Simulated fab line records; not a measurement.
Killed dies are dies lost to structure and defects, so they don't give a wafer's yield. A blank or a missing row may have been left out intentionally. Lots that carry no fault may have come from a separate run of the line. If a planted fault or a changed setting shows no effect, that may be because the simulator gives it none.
fab line records	flow sky130
[record] lots = 11	wafers = 33	last-day = 50
route steps=708 shown VT_ADJUST_NCORE@127 SONOS_TUNNEL@162 SONOS_ONO@178 GATE_OXIDE@200 PAD_OPEN@708
lots that met no fault: taken from a fault-free run of the same line
start-h: start of the lot's first displayed wafer, in hours after the record's first day	wait-h: hours elapsed since this lot's preceding step	" unchanged from the row above	L1.1+2: a row that stands for several wafers	- no value, or no start given	* or withheld: withheld	< > ~ a bound
route shown NAME@n: names a module that has steps shown in the file, with the first one's number in the route	usual: mean/standard deviation of fault-free wafers	same: alike in all rows	chamber/n: place in a boat	sites: each site's reading	_std_site: standard deviation across them	_edge_site: inner sites' mean taken away from outer sites' mean	radius-mm: for every site, how far away it sits from the centre of the wafer	mask NAME#n: copy n	behind: tool/chamber where the wafer was last shaped	hold: the reason the lot was held/the length of the hold in hours/how it ended	device: whichever transistor did not switch (one of n, p or np)	end of line: the tests these same wafers got at the end of their route	a step without rows: its recipe alone	killed: dies that structure and defects cost at the first sort, which is not the same as the wafer's yield	map: a wafer's dies, marking killed ones x, the rest . and places with no die _
set.NAME: the setting that was run; set.NAME@STEP: the one run at that earlier step	model.NAME: the simulator's own value behind a step, which no gauge read
the route's steps for a sample of lots (tables are steps, rows are wafers)
services: a tool's chamber out of use, with start hour (start-h, from the record's first day; less than 0 if before it), hours out, and reason
[[steps]]
[step SKY_VT_ADJUST_NCORE_OVL_MEAS_08]
[usual] VT_ADJUST_NCORE_OVL = 0.7/1.6
lot.wafer	tool	chamber	start-h	wait-h	VT_ADJUST_NCORE_OVL[nm]
L155.3	overlay-02	-	184.14	0.1	1.0
L155.5	"	-	"	"	0.8
L155.6	"	-	"	"	2.4
L156.2	overlay-02	-	187.44	0.1	3.1
L156.3	"	-	"	"	4.1
L156.5	"	-	"	"	3.5
L157.1	overlay-02	-	196.48	0.1	1.0
L157.3	"	-	"	"	0.7
L157.4	"	-	"	"	-0.2
L165.1	overlay-01	-	251.08	0.1	-1.2
L165.2	"	-	"	"	-2.2
L165.3	"	-	"	"	-0.6
L166.1	overlay-01	-	257.68	0.1	-0.3
L166.2	"	-	"	"	-1.3
L166.5	"	-	"	"	0.2
L167.4	overlay-01	-	266.42	0.1	0.3
L167.5	"	-	"	"	1.0
L167.6	"	-	"	"	1.0
L170.1	overlay-02	-	285.15	0.1	-0.5
L170.2	"	-	"	"	-1.5
L170.6	"	-	"	"	1.0
L172.2	overlay-02	-	298.13	0.1	2.5
L172.3	"	-	"	"	1.7
L172.5	"	-	"	"	2.7
L173.1	overlay-01	-	307.41	0.1	-3.2
L173.2	"	-	"	"	-0.5
L173.6	"	-	"	"	-2.2
L174.1	overlay-01	-	310.48	0.1	-0.4
L174.2	"	-	"	"	-0.2
L174.6	"	-	"	"	-2.1
L178.2	overlay-01	-	341.90	0.1	-0.7
L178.4	"	-	"	"	-0.2
L178.5	"	-	"	"	-1.1
[step SKY_SONOS_TUNNEL_OVL_MEAS_08]
[usual] SONOS_TUNNEL_OVL = 0.1/1.3
lot.wafer	tool	chamber	start-h	wait-h	SONOS_TUNNEL_OVL[nm]
L155.3	overlay-02	-	251.39	0.1	-1.3
L155.5	"	-	"	"	0.2
L155.6	"	-	"	"	0.3
L156.2	overlay-02	-	255.74	0.1	-0.8
L156.3	"	-	"	"	-0.3
L156.5	"	-	"	"	-0.8
L157.1	overlay-02	-	264.33	0.1	0.8
L157.3	"	-	"	"	1.2
L157.4	"	-	"	"	1.6
L165.1	overlay-02	-	322.73	0.1	0.9
L165.2	"	-	"	"	1.4
L165.3	"	-	"	"	-0.5
L166.1	overlay-02	-	332.14	0.1	1.9
L166.2	"	-	"	"	2.3
L166.5	"	-	"	"	0.5
L167.4	overlay-02	-	341.00	0.1	0.3
L167.5	"	-	"	"	0.4
L167.6	"	-	"	"	1.3
L170.1	overlay-01	-	361.18	0.1	1.3
L170.2	"	-	"	"	0.9
L170.6	"	-	"	"	1.2
L172.2	overlay-01	-	377.69	0.1	-2.7
L172.3	"	-	"	"	-3.1
L172.5	"	-	"	"	-2.2
L173.1	overlay-01	-	388.58	0.1	1.2
L173.2	"	-	"	"	-0.6
L173.6	"	-	"	"	-1.5
L174.1	overlay-01	-	391.33	0.1	0.7
L174.2	"	-	"	"	0.0
L174.6	"	-	"	"	-0.4
L178.2	overlay-02	-	427.74	0.1	0.6
L178.4	"	-	"	"	-0.8
L178.5	"	-	"	"	0.6
[step SKY_SONOS_ONO_EXPOSE_10]
[recipe] mask-id = ONOM	target-cd-nm = 410	na = 0.6	source-shape = conventional	sigma-outer = 0.6	dose-mj = 150
lot.wafer	tool	chamber	start-h	wait-h	mask
L155.3+5+6	iline-stepper-02	0	269.80	-	ONOM#0
L156.2+3+5	iline-stepper-02	0	277.53	-	ONOM#0
L157.1+3+4	iline-stepper-01	0	285.76	-	ONOM#0
L165.1+2+3	iline-stepper-01	0	341.39	-	ONOM#0
L166.1+2+5	iline-stepper-01	0	368.26	-	ONOM#0
L167.4+5+6	iline-stepper-02	0	368.96	-	ONOM#0
L170.1+2+6	iline-stepper-02	0	384.08	-	ONOM#0
L172.2+3+5	iline-stepper-02	0	397.05	-	ONOM#0
L174.1+2+6	iline-stepper-02	0	412.28	-	ONOM#0
L173.1+2+6	iline-stepper-02	0	412.61	-	ONOM#0
L178.2+4+5	iline-stepper-02	0	454.17	-	ONOM#0
[step SKY_SONOS_ONO_OVL_MEAS_14]
[usual] SONOS_ONO_OVL = 0.6/1.6
lot.wafer	tool	chamber	start-h	wait-h	SONOS_ONO_OVL[nm]
L155.3	overlay-01	-	281.71	0.1	0.2
L155.5	"	-	"	"	0.9
L155.6	"	-	"	"	-0.7
L156.2	overlay-01	-	288.64	0.1	0.4
L156.3	"	-	"	"	1.4
L156.5	"	-	"	"	0.0
L157.1	overlay-02	-	297.83	0.1	1.8
L157.3	"	-	"	"	1.9
L157.4	"	-	"	"	1.2
L165.1	overlay-02	-	354.08	0.1	45.9
L165.2	"	-	"	"	45.2
L165.3	"	-	"	"	46.2
L166.1	overlay-01	-	382.58	0.1	43.2
L166.2	"	-	"	"	43.3
L166.5	"	-	"	"	43.8
L167.4	overlay-02	-	383.56	0.1	2.2
L167.5	"	-	"	"	3.2
L167.6	"	-	"	"	3.3
L170.1	overlay-01	-	397.68	0.1	-0.5
L170.2	"	-	"	"	2.6
L170.6	"	-	"	"	1.3
L172.2	overlay-01	-	411.44	0.1	0.2
L172.3	"	-	"	"	0.8
L172.5	"	-	"	"	1.1
L174.1	overlay-02	-	426.58	0.1	4.1
L174.2	"	-	"	"	4.1
L174.6	"	-	"	"	3.7
L173.1	overlay-02	-	426.88	0.1	1.4
L173.2	"	-	"	"	1.7
L173.6	"	-	"	"	2.3
L178.2	overlay-01	-	468.39	0.1	-1.9
L178.4	"	-	"	"	-1.0
L178.5	"	-	"	"	-1.0
[step SKY_GATE_OXIDE_STRIP_13]
[recipe] chemistry = O2/N2	power-w = 1400	pressure-mtorr = 1500	platen-temp-c = withheld	o2-flow-sccm = 3000	n2-flow-sccm = 300	overash-fraction = 0.5
[usual] drypump-motor-current-A = 5.3/0.4	oes-product-au = 0.716/0.0045	strip-time-to-endpoint-s = 14.18/0.038
lot.wafer	tool	chamber	start-h	wait-h	drypump-motor-current-A	oes-product-au	rf-hours-counter-h	strip-time-to-endpoint-s
L155.3	plasma-asher-03	0	309.24	0.0	6.1	0.717	-	14.16
L155.5	"	0	"	"	6.1	0.722	-	14.13
L155.6	"	1	"	"	5.3	0.712	-	14.15
L156.2	plasma-asher-01	1	319.92	0.0	5.0	0.713	66	14.14
L156.3	"	0	"	"	5.1	0.716	-	14.12
L156.5	"	1	"	"	5.0	0.716	-	14.14
L157.1	plasma-asher-03	1	328.21	0.0	5.3	0.711	63	14.22
L157.3	"	0	"	"	6.1	0.716	-	14.20
L157.4	"	1	"	"	5.3	0.718	-	14.20
L165.1	plasma-asher-01	1	385.00	0.0	5.0	0.711	72	14.19
L165.2	"	0	"	"	5.1	0.718	72	14.20
L165.3	"	0	"	"	5.1	0.712	-	14.16
L166.1	plasma-asher-02	0	415.47	0.0	5.0	0.710	60	14.19
L166.2	"	1	"	"	5.7	0.715	60	14.19
L166.5	"	0	"	"	4.9	0.728	-	14.18
L167.4	plasma-asher-03	1	415.66	0.0	5.3	0.711	-	14.22
L167.5	"	0	"	"	6.1	0.722	-	14.20
L167.6	"	1	"	"	5.3	0.709	-	14.19
L170.1	plasma-asher-03	0	430.75	0.0	6.1	0.719	73	14.18
L170.2	"	1	"	"	5.3	0.721	73	14.17
L170.6	"	1	"	"	5.3	0.716	-	14.26
L172.2	plasma-asher-01	1	449.86	0.0	5.0	0.724	1	14.22
L172.3	"	0	"	"	5.1	0.714	-	14.23
L172.5	"	1	"	"	5.0	0.722	-	14.23
L174.1	plasma-asher-01	0	463.55	0.0	5.1	0.718	3	14.17
L174.2	"	1	"	"	5.1	0.717	3	14.19
L174.6	"	0	"	"	5.1	0.715	-	14.17
L173.1	plasma-asher-02	1	463.85	0.0	5.7	0.723	65	14.21
L173.2	"	0	"	"	4.9	0.713	65	14.14
L173.6	"	1	"	"	5.7	0.709	-	14.18
L178.2	plasma-asher-03	1	500.82	0.0	5.3	0.714	81	14.20
L178.4	"	0	"	"	6.0	0.722	-	14.22
L178.5	"	0	"	"	6.1	0.713	-	14.22
[step SKY_PAD_OPEN_PROBE_99]
[usual] killed_at_M0_to_M3 = 44/7.3	killed_at_M4_up = 3.0/1.9	killed-at-contacts = 24/5	killed-at-front-end = 16/4.5	killed-at-other = 0.3/0.46	killed-dies = 87/10	killed-open = 47/8.3	killed-short = 39/6.4
[same] gross-dies = 492	killed-at-back-side = 0
lot.wafer	tool	chamber	start-h	wait-h	killed_at_M0_to_M3	killed_at_M4_up	killed-at-contacts	killed-at-front-end	killed-at-other	killed-dies	killed-open	killed-short
L165.1	prober-01	-	1127.10	0.1	52	6	18	13	0	89	49	40
L165.2	prober-01	-	1127.15	0.1	40	4	29	9	0	82	45	37
L165.3	prober-01	-	1127.20	0.2	43	6	26	17	1	93	56	37
L166.1	prober-02	-	1151.84	0.1	59	3	31	19	0	112	63	49
L166.2	prober-02	-	1151.89	0.1	39	4	27	19	1	90	47	43
L166.5	prober-02	-	1152.04	0.2	54	0	21	14	1	90	48	42
L170.1	prober-02	-	1162.75	0.1	51	4	25	32	0	112	68	44
L170.2	prober-02	-	1162.80	0.1	49	1	32	21	0	103	51	52
L170.6	prober-02	-	1163.00	0.2	58	5	19	10	0	92	46	46
L172.2	prober-02	-	1173.05	0.1	45	7	16	21	0	89	47	42
L172.3	prober-02	-	1173.10	0.2	37	4	22	22	0	85	45	40
L172.5	prober-02	-	1173.20	0.2	37	4	19	16	0	76	35	41
L173.1	prober-01	-	1177.17	0.1	40	2	28	13	0	83	48	35
L173.2	prober-01	-	1177.22	0.1	33	3	20	20	1	77	34	43
L173.6	prober-01	-	1177.42	0.2	40	6	19	13	0	78	37	41
L174.1	prober-02	-	1177.78	0.1	43	8	17	16	0	84	42	42
L178.2	prober-02	-	1197.73	0.1	43	4	19	17	0	83	51	32
L178.4	prober-02	-	1197.83	0.2	45	2	28	11	0	86	47	39
L178.5	prober-02	-	1197.88	0.2	50	3	30	15	0	98	62	36
// killed by level:class
L165.1 VIA1:geometric-particle:open=10 VIA2:geometric-particle:open=10 CONTACT:geometric-particle:open=8 METAL1:geometric-particle:short=8 METAL2:geometric-particle:short=7 LI_CONTACT:geometric-particle:open=6 VIA1:geometric-particle:short=5 METAL4:geometric-particle:short=4
L165.2 CONTACT:geometric-particle:open=13 VIA1:geometric-particle:open=9 CONTACT:geometric-particle:short=7 METAL2:geometric-particle:short=6 VIA3:geometric-particle:open=6 VIA2:geometric-particle:open=6 METAL3:geometric-particle:short=5 METAL4:geometric-particle:short=4
L165.3 VIA1:geometric-particle:open=11 LI_CONTACT:geometric-particle:open=9 CONTACT:geometric-particle:open=9 VIA3:geometric-particle:open=8 VIA3:geometric-particle:short=7 FIELD_ISO:geometric-particle:open=6 VIA2:geometric-particle:short=5 POLY_GATE:geometric-particle:open=4
L166.1 CONTACT:geometric-particle:open=16 VIA1:geometric-particle:open=14 VIA2:geometric-particle:open=11 METAL1:geometric-particle:short=8 VIA1:geometric-particle:short=6 METAL2:geometric-particle:short=6 VIA2:geometric-particle:short=6 LI_CONTACT:geometric-particle:open=5
L166.2 CONTACT:geometric-particle:open=9 METAL2:geometric-particle:short=9 LI_CONTACT:geometric-particle:open=8 VIA1:geometric-particle:open=8 POLY_GATE:geometric-particle:short=6 VIA3:geometric-particle:open=5 METAL1:geometric-particle:short=5 LOCAL_INTERCONNECT:geometric-particle:short=4
L166.5 VIA1:geometric-particle:open=10 VIA3:geometric-particle:open=9 VIA2:geometric-particle:open=9 METAL2:geometric-particle:short=6 CONTACT:geometric-particle:short=5 CONTACT:geometric-particle:open=5 VIA1:geometric-particle:short=5 LI_CONTACT:geometric-particle:open=4
L170.1 VIA1:geometric-particle:open=17 LI_CONTACT:geometric-particle:open=11 FIELD_ISO:geometric-particle:short=10 VIA3:geometric-particle:open=10 FIELD_ISO:geometric-particle:open=8 CONTACT:geometric-particle:open=8 VIA1:geometric-particle:short=6 METAL1:geometric-particle:short=6
L170.2 VIA1:geometric-particle:open=11 CONTACT:geometric-particle:open=10 LOCAL_INTERCONNECT:geometric-particle:short=9 METAL1:geometric-particle:short=8 POLY_GATE:geometric-particle:open=7 METAL2:geometric-particle:short=7 LI_CONTACT:geometric-particle:open=5 VIA3:geometric-particle:short=5
L170.6 LI_CONTACT:geometric-particle:open=9 METAL1:geometric-particle:short=9 VIA1:geometric-particle:open=9 VIA3:geometric-particle:open=9 METAL2:geometric-particle:short=7 VIA1:geometric-particle:short=7 VIA2:geometric-particle:open=6 CONTACT:geometric-particle:open=4
L172.2 VIA1:geometric-particle:open=10 CONTACT:geometric-particle:open=10 METAL2:geometric-particle:short=8 METAL4:geometric-particle:short=7 POLY_GATE:geometric-particle:open=7 METAL1:geometric-particle:short=6 FIELD_ISO:geometric-particle:short=5 VIA2:geometric-particle:open=4
L172.3 FIELD_ISO:geometric-particle:open=10 VIA2:geometric-particle:open=9 METAL1:geometric-particle:short=9 FIELD_ISO:geometric-particle:short=6 CONTACT:geometric-particle:short=6 CONTACT:geometric-particle:open=6 VIA1:geometric-particle:open=5 VIA1:geometric-particle:short=5
L172.5 METAL2:geometric-particle:short=8 VIA1:geometric-particle:open=7 CONTACT:geometric-particle:short=6 LI_CONTACT:geometric-particle:open=5 LOCAL_INTERCONNECT:geometric-particle:short=5 VIA1:geometric-particle:short=5 METAL3:geometric-particle:short=5 POLY_GATE:geometric-particle:open=4
L173.1 LI_CONTACT:geometric-particle:open=10 METAL1:geometric-particle:short=8 CONTACT:geometric-particle:open=8 VIA3:geometric-particle:open=7 POLY_GATE:geometric-particle:short=6 VIA2:geometric-particle:open=6 POLY_GATE:geometric-particle:open=5 CONTACT:geometric-particle:short=5
L173.2 FIELD_ISO:geometric-particle:open=6 METAL1:geometric-particle:short=6 LI_CONTACT:geometric-particle:open=6 CONTACT:geometric-particle:open=6 VIA1:geometric-particle:open=6 VIA1:geometric-particle:short=5 FIELD_ISO:geometric-particle:short=4 METAL2:geometric-particle:short=4
L173.6 VIA3:geometric-particle:open=9 CONTACT:geometric-particle:open=8 POLY_GATE:geometric-particle:short=6 METAL4:geometric-particle:short=5 METAL1:geometric-particle:short=5 METAL2:geometric-particle:short=5 VIA2:geometric-particle:open=5 LOCAL_INTERCONNECT:geometric-particle:short=4
L174.1 CONTACT:geometric-particle:open=8 VIA3:geometric-particle:open=8 VIA1:geometric-particle:open=8 METAL4:geometric-particle:short=8 POLY_GATE:geometric-particle:open=6 METAL1:geometric-particle:short=5 VIA1:geometric-particle:short=5 VIA2:geometric-particle:short=5
L178.2 VIA1:geometric-particle:open=10 LI_CONTACT:geometric-particle:open=8 FIELD_ISO:geometric-particle:open=6 POLY_GATE:geometric-particle:short=6 VIA3:geometric-particle:open=6 CONTACT:geometric-particle:open=5 METAL3:geometric-particle:short=5 METAL1:geometric-particle:short=4
L178.4 LI_CONTACT:geometric-particle:open=12 VIA1:geometric-particle:open=8 VIA3:geometric-particle:open=6 CONTACT:geometric-particle:open=6 METAL1:geometric-particle:short=6 METAL2:geometric-particle:open=5 VIA1:geometric-particle:short=5 FIELD_ISO:geometric-particle:open=4
L178.5 CONTACT:geometric-particle:open=17 VIA1:geometric-particle:open=11 VIA2:geometric-particle:open=10 METAL1:geometric-particle:short=8 LI_CONTACT:geometric-particle:open=6 VIA1:geometric-particle:short=6 FIELD_ISO:geometric-particle:open=5 METAL2:geometric-particle:short=4
[[services]]
tool	chamber	start-h	hours	kind
iline-stepper-01	-	278.30	1.7	pm
plasma-asher-02	-	303.36	2.0	repair
iline-stepper-01	-	310.56	16.8	repair
iline-stepper-01	-	381.33	4.4	pm
iline-stepper-02	-	385.78	4.4	pm
plasma-asher-03	-	413.24	0.7	repair
plasma-asher-01	-	421.25	9.0	pm
plasma-asher-01	0	421.25	9.0	vent-cycle
plasma-asher-01	1	421.25	9.0	vent-cycle
plasma-asher-01	0	430.25	-	clean
plasma-asher-01	1	430.25	-	clean
plasma-asher-01	-	436.25	4.5	repair
iline-stepper-02	-	456.77	1.7	pm
plasma-asher-01	-	481.38	2.2	repair
iline-stepper-01	-	496.48	1.7	pm
plasma-asher-02	-	497.82	1.4	repair
[[key]]
[first-sign] step = SKY_SONOS_ONO_OVL_MEAS_14	reading = SONOS_ONO_OVL	direction = up	sigmas = 28	usual = 0.6	struck = 44.6
effect none on later readings
met-at SKY_SONOS_ONO_EXPOSE_10
struck-lots L165,L166
tester-left-out L165,L166
not-acting-at SKY_VT_ADJUST_NCORE_OVL_MEAS_08,SKY_SONOS_TUNNEL_OVL_MEAS_08,SKY_GATE_OXIDE_STRIP_13
onset-between 285.76 341.39
[fault] kind = scanner-matching-overlay	tool = iline-stepper-01	chamber = -	onset-h = 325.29	steps = SKY_SONOS_ONO_EXPOSE_10	offset = 42.674
// tester-left-out: of these lots the tester's yield and bins aren't shown, on N5 and GAA mostly nor the transistor test; their killed dies are dies lost to structure and defects alone, not to doping, threshold or leakage, so they don't give the yield
